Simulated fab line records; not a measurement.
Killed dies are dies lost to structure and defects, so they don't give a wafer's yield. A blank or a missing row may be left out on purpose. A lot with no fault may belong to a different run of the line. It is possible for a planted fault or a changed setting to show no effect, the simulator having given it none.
Lot-split experiment + flow sfq_line + 23 wafers read across 5 lots, on a route 325 steps long

## ABOUT THE SPLIT
At SFQ_TRILAYER_I7_VIA_LITHO_COAT_192 (resist thk 62 nm), the setting resist_thk_nm was moved away from the recipe's 62 nm on 9 of the 23 wafers read, by -5.7% to +5.1%. For the rest of the wafers, this setting stayed at what the recipe calls for.

There is no step in the file separating the split from the reading.

## THE READING
oes_product_au, in a.u., at SFQ_TRILAYER_I7_VIA_BARC_OPEN_VIA_ETCH_260 (etches BARC in O2, target depth 125 nm, time 41.7 s). A value of 0.685 a.u. with a standard deviation of 0.0045 a.u. is what fault-free wafers of this fab line usually give.

| wafer  | tool, chamber at the split | resist_thk_nm as run, nm | against the recipe | oes_product_au, a.u. | against lot-mates on the recipe |
|--------|----------------------------|--------------------------|--------------------|----------------------|---------------------------------|
| L074.1 | litho_track-02, 0          | 62                       | recipe             | 0.688                | -                               |
| L074.2 | litho_track-02, 0          | 62                       | recipe             | 0.691                | -                               |
| L074.5 | litho_track-02, 0          | 62                       | recipe             | 0.692                | -                               |
| L075.2 | litho_track-03, 0          | 59.65                    | -3.8%              | 0.671                | -0.012                          |
| L075.3 | litho_track-03, 0          | 62                       | recipe             | 0.685                | -                               |
| L075.4 | litho_track-03, 0          | 62                       | recipe             | 0.682                | -                               |
| L075.5 | litho_track-03, 0          | 59.65                    | -3.8%              | 0.673                | -0.010                          |
| L075.6 | litho_track-03, 0          | 62                       | recipe             | 0.683                | -                               |
| L076.1 | litho_track-02, 0          | 62                       | recipe             | 0.696                | -                               |
| L076.2 | litho_track-02, 0          | 65.14                    | +5.1%              | 0.701                | +0.012                          |
| L076.3 | litho_track-02, 0          | 65.14                    | +5.1%              | 0.700                | +0.011                          |
| L076.4 | litho_track-02, 0          | 62                       | recipe             | 0.681                | -                               |
| L076.6 | litho_track-02, 0          | 65.14                    | +5.1%              | 0.696                | +0.007                          |
| L083.1 | litho_track-04, 0          | 62                       | recipe             | 0.695                | -                               |
| L083.2 | litho_track-04, 0          | 60.07                    | -3.1%              | 0.676                | -0.011                          |
| L083.4 | litho_track-04, 0          | 60.07                    | -3.1%              | 0.673                | -0.014                          |
| L083.5 | litho_track-04, 0          | 62                       | recipe             | 0.685                | -                               |
| L083.6 | litho_track-04, 0          | 62                       | recipe             | 0.681                | -                               |
| L084.1 | litho_track-02, 0          | 58.49                    | -5.7%              | 0.658                | -0.026                          |
| L084.2 | litho_track-02, 0          | 62                       | recipe             | 0.681                | -                               |
| L084.3 | litho_track-02, 0          | 62                       | recipe             | 0.685                | -                               |
| L084.4 | litho_track-02, 0          | 62                       | recipe             | 0.685                | -                               |
| L084.5 | litho_track-02, 0          | 58.49                    | -5.7%              | 0.665                | -0.019                          |

FIT RESULTS
A straight line over all 23 wafers: oes_product_au changes by +0.0034 a.u. for each +1% of resist_thk_nm; r = +0.90; the points scatter about the line by 0.0048 a.u.
The same after taking each lot's own level away (the mean of its wafers on the recipe; 23 wafers): +0.00296 a.u. for each +1%; r = +0.90; scatter 0.0043 a.u.
The reading moves by 0.017 a.u. for the largest change in resist_thk_nm, on that fit.
Across the lots, their own levels run from 0.6833 to 0.6903 a.u., a range of 1.6 times the standard deviation given above.
Hence the slope depends on the lot-to-lot level, as the two fits are not the same.
Check: with one of the wafers moved furthest among these (-5.7%) left out of the fit, the line predicts -0.0164 a.u. for it against its lot-mates. Against them it came out at -0.0257 a.u.

## THESE WAFERS: OTHER SPLITS
Other splits were also applied to these wafers ahead of the reading. Each is held against what the fit with the lots' levels taken away leaves over:
| other split on the same wafers                  | wafers away from the commonest value | r with oes_product_au (lot level and that fit taken away) |
|-------------------------------------------------|--------------------------------------|-----------------------------------------------------------|
| SFQ_TRILAYER_M6_BARC_OPEN_METAL_ETCH_206 bias_w | 5                                    | -0.48                                                     |
| SFQ_TRILAYER_I6_DEP_PECVD_165 time_s            | 9                                    | +0.07                                                     |
| SFQ_TRILAYER_I6_VIA_LITHO_PEB_172 peb_time_s    | 8                                    | +0.13                                                     |
| SFQ_TRILAYER_M7_DEP_SPUTTER_175 power_w         | 9                                    | -0.24                                                     |
| SFQ_TRILAYER_M7_LITHO_COAT_177 spin_rpm         | 8                                    | +0.33                                                     |
| SFQ_TRILAYER_M7_ETCH_METAL_ETCH_180 icp_w       | 8                                    | -0.27                                                     |

## THE WHOLE CHAIN: every reading that the file lists as answering this split, in the file's order
| step                                       | what it does                                        | reading                                                                                        | change (the file's fit)                   | r (the file's) |
|--------------------------------------------|-----------------------------------------------------|------------------------------------------------------------------------------------------------|-------------------------------------------|----------------|
| SFQ_TRILAYER_I7_VIA_LITHO_COAT_192         | resist thk 62 nm                                    | BARC_of_TRILAYER_I7_VIA_LITHO_COAT_192.thk_nm (the simulator's own value, which no gauge read) | +0.622 nm for each +1% of the setting     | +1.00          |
| SFQ_TRILAYER_I7_VIA_BARC_OPEN_VIA_ETCH_260 | etches BARC in O2, target depth 125 nm, time 41.7 s | oes_product_au                                                                                 | +0.00318 a.u. for each +1% of the setting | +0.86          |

## FILE'S OWN FIT
oes_product_au changes by +0.00318 a.u. for each +1% of resist_thk_nm, r = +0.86.
